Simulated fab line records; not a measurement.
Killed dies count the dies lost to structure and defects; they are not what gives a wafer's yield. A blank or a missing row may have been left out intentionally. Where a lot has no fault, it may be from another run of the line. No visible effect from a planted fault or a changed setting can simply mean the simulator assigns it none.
Shared-tool check :: flow gf180mcu :: Sample size 13 lots and 39 wafers

== WHY THIS WAS OPENED ==
Of 13 lots, 2 have the reading MVSD_RS flagged at GF_VT_IMPLANT_RS_MEAS_46. Wafers without a fault read 456.4 ohm/sq, standard deviation 1.
Rule: a lot gets a flag if all its wafers with a number sit over 4 standard deviations from that mean, or if no wafer of it has a number. As for the other lots, they are considered sound.

lot: L530
measured: day 7 14:24
on: film_metro-02
MVSD_RS (ohm/sq), wafer by wafer: 457.2 456.1 457.1
flag: 

lot: L532
measured: day 8 03:10
on: film_metro-01
MVSD_RS (ohm/sq), wafer by wafer: 455.6 456.4 457.1
flag: 

lot: L534
measured: day 8 19:33
on: film_metro-02
MVSD_RS (ohm/sq), wafer by wafer: 457.3 457.1 457.4
flag: 

lot: L535
measured: day 8 22:51
on: film_metro-02
MVSD_RS (ohm/sq), wafer by wafer: 455.4 454.7 454.6
flag: 

lot: L536
measured: day 9 04:40
on: film_metro-04
MVSD_RS (ohm/sq), wafer by wafer: 457.4 456.9 454.6
flag: 

lot: L538
measured: day 9 19:37
on: film_metro-02
MVSD_RS (ohm/sq), wafer by wafer: 457.4 457.0 456.9
flag: 

lot: L539
measured: day 10 00:54
on: film_metro-02
MVSD_RS (ohm/sq), wafer by wafer: 457.3 457.1 456.3
flag: 

lot: L543
measured: day 11 06:02
on: film_metro-01
MVSD_RS (ohm/sq), wafer by wafer: 457.9 456.3 456.8
flag: 

lot: L544
measured: day 11 18:40
on: film_metro-02
MVSD_RS (ohm/sq), wafer by wafer: 456.6 455.2 455.3
flag: 

lot: L545
measured: day 11 18:55
on: film_metro-01
MVSD_RS (ohm/sq), wafer by wafer: 441.3 439.7 441.4
flag: FLAGGED

lot: L547
measured: day 12 12:41
on: film_metro-04
MVSD_RS (ohm/sq), wafer by wafer: 442.1 442.3 441.9
flag: FLAGGED

lot: L550
measured: day 13 12:03
on: film_metro-04
MVSD_RS (ohm/sq), wafer by wafer: 457.7 456.7 456.3
flag: 

lot: L552
measured: day 14 01:03
on: film_metro-04
MVSD_RS (ohm/sq), wafer by wafer: 458.0 456.9 457.1
flag: 
The mean of the flagged lots' numbers is 441.4 ohm/sq, -14.9 ohm/sq from the usual (-15 standard deviations).

== WHICH TOOL RAN EACH LOT ==
The record holds 1 process step before the reading, out of a route of 602 steps. Each cell gives the tool, then ch followed by the chambers the sampled wafers passed through, then the start.
lot: L530
flag: 
GF_MVSD_IMPLANT_09: implanter-04 ch 0, day 4 13:11

lot: L532
flag: 
GF_MVSD_IMPLANT_09: implanter-01 ch 0, day 4 22:40

lot: L534
flag: 
GF_MVSD_IMPLANT_09: implanter-03 ch 0, day 5 13:59

lot: L535
flag: 
GF_MVSD_IMPLANT_09: implanter-04 ch 0, day 5 16:56

lot: L536
flag: 
GF_MVSD_IMPLANT_09: implanter-03 ch 0, day 5 21:25

lot: L538
flag: 
GF_MVSD_IMPLANT_09: implanter-03 ch 0, day 6 08:40

lot: L539
flag: 
GF_MVSD_IMPLANT_09: implanter-04 ch 0, day 6 13:13

lot: L543
flag: 
GF_MVSD_IMPLANT_09: implanter-01 ch 0, day 7 15:41

lot: L544
flag: 
GF_MVSD_IMPLANT_09: implanter-04 ch 0, day 8 01:49

lot: L545
flag: FLAGGED
GF_MVSD_IMPLANT_09: implanter-03 ch 0, day 8 01:55

lot: L547
flag: FLAGGED
GF_MVSD_IMPLANT_09: implanter-03 ch 0, day 8 16:22

lot: L550
flag: 
GF_MVSD_IMPLANT_09: implanter-01 ch 0, day 9 13:44

lot: L552
flag: 
GF_MVSD_IMPLANT_09: implanter-01 ch 0, day 9 23:59
What the steps here do:
- GF_MVSD_IMPLANT_09
- GF_VT_IMPLANT_RS_MEAS_46: measures by four-point-probe.

== FLAGGED AGAINST TOTAL, ONE TOOL AT A TIME (gauges that did the reading follow at the end) ==
step: GF_MVSD_IMPLANT_09
tool: implanter-01
lots run: 4
flagged: 0
share of the flagged lots: none
sound lots run after its first flagged lot: -

step: GF_MVSD_IMPLANT_09
tool: implanter-03
lots run: 5
flagged: 2
share of the flagged lots: all
sound lots run after its first flagged lot: 0

step: GF_MVSD_IMPLANT_09
tool: implanter-04
lots run: 4
flagged: 0
share of the flagged lots: none
sound lots run after its first flagged lot: -

step: GF_VT_IMPLANT_RS_MEAS_46
tool: film_metro-01
lots run: 3
flagged: 1
share of the flagged lots: some
sound lots run after its first flagged lot: 0

step: GF_VT_IMPLANT_RS_MEAS_46
tool: film_metro-02
lots run: 6
flagged: 0
share of the flagged lots: none
sound lots run after its first flagged lot: -

step: GF_VT_IMPLANT_RS_MEAS_46
tool: film_metro-04
lots run: 4
flagged: 1
share of the flagged lots: some
sound lots run after its first flagged lot: 2 (L550,L552)

== THE TABLE: WHAT IT ALLOWS ==
Rows of the table that ran each flagged lot: 1, that is implanter-03 at GF_MVSD_IMPLANT_09.
- implanter-03 at GF_MVSD_IMPLANT_09 ran 5 lots, 2 of them flagged. Its last sound lot is L538 (day 6 08:40), its first flagged lot L545 (day 8 01:55): a fault that began between those two fits. Its own readings lie more than 4 standard deviations out on every wafer of the flagged lots: beam_on_s, faraday_current_uA.
Just one tool remains: implanter-03 at GF_MVSD_IMPLANT_09.

== WHAT HAD BEEN PUT IN BY THE SIMULATOR ==
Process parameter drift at GF_MVSD_IMPLANT_09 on implanter-03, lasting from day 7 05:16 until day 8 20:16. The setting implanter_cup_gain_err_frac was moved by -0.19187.
Shown lots that were struck: L545, L547. The rule above reached the same finding.
